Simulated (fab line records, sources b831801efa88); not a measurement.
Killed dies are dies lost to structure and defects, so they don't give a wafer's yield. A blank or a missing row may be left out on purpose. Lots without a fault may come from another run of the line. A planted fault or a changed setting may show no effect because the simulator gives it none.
Which tool did it? | flow sky130 | 13 lots, 39 wafers sampled, at 3 steps of a route of 708

WHAT THE GAUGES READ, wafer by wafer
SKY_LOCAL_INTERCONNECT_RS_MEAS_01: measures by four-point-probe. Usual: LOCAL_INTERCONNECT_TIN_RS 14.01 ohm/sq, standard deviation 0.16.
lot  | measured     | on            | LOCAL_INTERCONNECT_TIN_RS (ohm/sq) | flag
L526 | day 29 02:28 | film_metro-01 | 14.09 14.08 13.82                  |
L525 | day 29 03:41 | film_metro-03 | 14.12 14.05 13.92                  |
L528 | day 30 00:03 | film_metro-01 | 13.81 13.95 14.15                  |
L531 | day 31 15:10 | film_metro-01 | 14.33 14.36 14.28                  |
L530 | day 31 17:14 | film_metro-03 | 13.92 14.21 14.02                  |
L532 | day 31 21:03 | film_metro-03 | 14.04 13.91 14.06                  |
L534 | day 32 05:46 | film_metro-03 | 13.94 13.93 14.26                  |
L535 | day 32 09:48 | film_metro-03 | 14.00 14.12 14.03                  |
L536 | day 33 03:49 | film_metro-01 | 13.95 14.08 14.16                  |
L542 | day 34 17:10 | film_metro-03 | 14.09 14.22 14.10                  |
L543 | day 34 19:43 | film_metro-01 | 13.72 13.72 13.83                  |
L546 | day 35 19:30 | film_metro-03 | 14.11 14.27 14.15                  |
L548 | day 36 11:16 | film_metro-03 | 13.85 13.90 14.09                  |

SKY_LOCAL_INTERCONNECT_CD_MEAS_11: target cd 170 nm. Usual: cd_nm 170.1 nm, standard deviation 1.5.
lot  | measured     | on        | cd_nm (nm)        | flag
L526 | day 30 04:08 | cd_sem-02 | 169.4 170.6 170.1 |
L525 | day 30 05:35 | cd_sem-02 | 170.0 169.5 168.5 |
L528 | day 31 01:28 | cd_sem-01 | 169.3 171.3 170.1 |
L531 | day 32 17:50 | cd_sem-01 | 170.3 171.3 171.3 |
L530 | day 32 20:29 | cd_sem-02 | 170.3 170.5 170.9 |
L532 | day 33 00:31 | cd_sem-02 | 172.3 171.5 172.0 |
L534 | day 33 09:02 | cd_sem-01 | 170.4 170.0 169.6 |
L535 | day 33 12:07 | cd_sem-02 | 168.5 169.2 169.5 |
L536 | day 34 05:47 | cd_sem-02 | 173.4 173.5 173.8 |
L542 | day 35 20:49 | cd_sem-02 | 170.3 170.6 169.5 |
L543 | day 35 23:35 | cd_sem-01 | 169.8 168.2 170.0 |
L546 | day 36 20:48 | cd_sem-02 | 170.1 170.2 170.5 |
L548 | day 37 12:25 | cd_sem-02 | 172.0 172.0 172.5 |

WHICH TOOL RAN EACH LOT (tool, then ch and the chambers of the sampled wafers, then the start)
lot  | SKY_LOCAL_INTERCONNECT_COAT_06
L526 | litho_track-03 ch 0, day 29 15:00
L525 | litho_track-03 ch 0, day 29 16:00
L528 | litho_track-04 ch 0, day 30 12:00
L531 | litho_track-01 ch 0, day 32 04:00
L530 | litho_track-03 ch 0, day 32 05:00
L532 | litho_track-04 ch 0, day 32 09:00
L534 | litho_track-04 ch 0, day 32 20:00
L535 | litho_track-04 ch 0, day 33 00:00
L536 | litho_track-03 ch 0, day 33 15:00
L542 | litho_track-01 ch 0, day 35 07:00
L543 | litho_track-01 ch 0, day 35 10:00
L546 | litho_track-04 ch 0, day 36 08:00
L548 | litho_track-03 ch 0, day 36 23:00
- SKY_LOCAL_INTERCONNECT_COAT_06: resist thk 450 nm.

WHAT THE TOOLS THEMSELVES READ (means of the sampled wafers that have a number; where no wafer has one, the mark that the record gives instead)
SKY_LOCAL_INTERCONNECT_COAT_06. Usual: dispense_pressure_kPa 53 kPa, standard deviation 5.8; spin_speed_rpm 3000.4 rpm, standard deviation 1.9.
lot  | tool           | dispense_pressure_kPa (kPa) | spin_speed_rpm (rpm) | flag
L526 | litho_track-03 | 58                          | 3000.0               |
L525 | litho_track-03 | 58                          | 3000.8               |
L528 | litho_track-04 | 55                          | 3001.6               |
L531 | litho_track-01 | 44                          | 3001.5               |
L530 | litho_track-03 | 58                          | 3001.6               |
L532 | litho_track-04 | 55                          | 3001.0               |
L534 | litho_track-04 | 55                          | 2928.7               | OFF
L535 | litho_track-04 | 55                          | 2925.9               | OFF
L536 | litho_track-03 | 58                          | 3000.5               |
L542 | litho_track-01 | 44                          | 2999.1               |
L543 | litho_track-01 | 44                          | 3000.9               |
L546 | litho_track-04 | 55                          | 2997.2               |
L548 | litho_track-03 | 58                          | 3000.4               |

THE ANSWER, worked out from the rows above alone
Rule: a lot is off if the mean of its wafers that have a number lies more than 3 standard deviations from the usual mean. A lot without any number at a reading at which 4 lots or more have one is off too. The other lots that the step has rows for count as sound. The gauges are gone through in route order, then the tools' own readings, and for those a lot's mean is taken as printed above. The first step at which some lot is off is used, and at that step the reading that is off furthest; a lot without a number counts as furthest.
Off: L534, L535, at SKY_LOCAL_INTERCONNECT_COAT_06 (spin_speed_rpm).
A tool fits if, at that step or a process step before it, it ran every lot that is off, and no sound lot after the first of them. None of those tried fits.

WHAT THE SIMULATOR HAD PUT IN
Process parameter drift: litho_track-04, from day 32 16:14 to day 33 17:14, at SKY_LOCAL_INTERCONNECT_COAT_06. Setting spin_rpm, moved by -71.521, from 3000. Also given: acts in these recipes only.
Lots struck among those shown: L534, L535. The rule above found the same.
